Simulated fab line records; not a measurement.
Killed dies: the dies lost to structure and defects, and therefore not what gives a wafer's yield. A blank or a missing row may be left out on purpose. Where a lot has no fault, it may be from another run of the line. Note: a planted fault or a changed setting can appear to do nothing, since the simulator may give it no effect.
A lot that was struck, set against a sound lot | flow sky130 | 22 steps out of a route of 708
Sound: wafers L303.2, L303.3, L303.6. Wafers struck: L311.2, L311.5, L311.6. The cause is named last.
Order at every step that has rows: each side's tool, ch and its chambers, its first start. Under that, the readings that differ: sound wafers | struck wafers | difference of the means | sigmas: that difference in standard deviations of wafers without a fault.
alike: words and numbers the same on both sides, and readings whose means are apart by under 2 such deviations; not compared: readings that were withheld, readings missing a value for some wafer, numbers with overlapping values and no deviation given by the record, and bounds like >300 which may hide the same value.
A row with sigmas, a row that says differs or no value, or rows on one side alone: a step with any of these is where the two part. Numbers that have no deviation but don't overlap get no sigmas and don't part them. A reading that every wafer of one side lacks parts them only if that side has two wafers or more.

first, 1 step without rows for these wafers: SKY_POLY_GATE_OXIDATION_20 (stabilise 600 s, purge 300 s, target thk 4 nm).
SKY_POLY_GATE_THK_MEAS_21:
  struck on film metro-02, day 20 17:06; sound on film metro-04, day 17 19:59
  alike: POLY_GATE_OXIDATION_THK
SKY_POLY_GATE_CD_MEAS_22:
  struck on cd sem-01, day 20 17:11; sound on cd sem-02, day 17 20:04
  alike: cd nm
then, 7 steps without rows for these wafers: SKY_LDD_N_DEHYDRATE_00 (time 60 s); SKY_LDD_N_HMDS_01 (prime time 60 s); SKY_LDD_N_COAT_02 (resist thk 300 nm); SKY_LDD_N_SOFTBAKE_03 (time 60 s); SKY_LDD_N_EXPOSE_04 (exposes mask NTM, target cd 840 nm); SKY_LDD_N_PEB_05; SKY_LDD_N_DEVELOP_06 (develop time 60 s).
SKY_LDD_N_OVL_MEAS_07:
  struck on overlay-02, day 21 23:16; sound on overlay-01, day 19 02:06
  alike: LDD_N_OVL
following that, these wafers have no rows for 1 step: SKY_LDD_N_IMPLANT_08.
SKY_LDD_N_IMPLANT_09:
  sound on implanter-03 ch 0, day 19 02:19; struck on implanter-03 ch 0, day 21 23:28
  reading            | sound                       | struck                       | difference | sigmas
  dose ions cm2      | 7.504e+13 7.498e+13 7.5e+13 | 9.927e+13 9.93e+13 9.926e+13 | +2.427e+13 | +99 or more
  faraday current uA | 414 433 423                 | 566 564 563                  | +141       | +19
then, 6 steps without rows for these wafers: SKY_LDD_N_IMPLANT_10; SKY_LDD_N_IMPLANT_11; SKY_LDD_N_IMPLANT_12; SKY_LDD_N_IMPLANT_13; SKY_LDD_N_IMPLANT_14; SKY_LDD_N_IMPLANT_15.
SKY_LDD_N_STRIP_16: strips in O2/N2.
  sound on plasma asher-03 ch 0,1, day 19 03:20; struck on plasma asher-01 ch 0,1, day 22 00:30
  reading                      | sound             | struck            | difference | sigmas
  strip time to endpoint s (s) | 4.347 4.310 4.330 | 4.415 4.424 4.417 | +0.090     | +6
  alike: drypump motor current A, o2 flow sccm, oes product au
  not compared: rf hours counter h
SKY_LDD_N_TW_MEAS_17:
  struck on film metro-02, day 22 00:37; sound on film metro-02, day 19 03:26
  alike: LDD_N_TW
-- record jumps: 27 days separate the struck wafers' starts on either side; left off in module LDD_N, taken up again in module PAD_OPEN, whose first shown step is the route's number 708 --
SKY_PAD_OPEN_PROBE_99:
  struck on prober-02, day 48 13:40; sound on prober-02, day 46 19:37
  reading                     | sound             | struck          | difference | sigmas
  model.etest.tip n.rs ohm sq | 442.8 445.4 441.4 | 422.5 419.7 420 | -22.5      |
  alike: killed_at_M0_to_M3, killed_at_M4_up, killed at contacts, killed at front end, killed at other, killed dies, killed open, killed short

WHERE THEY PART
Last at SKY_LDD_N_STRIP_16 as far as this record goes, first at SKY_LDD_N_IMPLANT_09. Later steps at which nothing parts them and some readings are alike: SKY_LDD_N_TW_MEAS_17, SKY_PAD_OPEN_PROBE_99.

WHY: what had been put in by the simulator
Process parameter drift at SKY_LDD_N_IMPLANT_09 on implanter-03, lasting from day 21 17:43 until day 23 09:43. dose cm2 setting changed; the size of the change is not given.
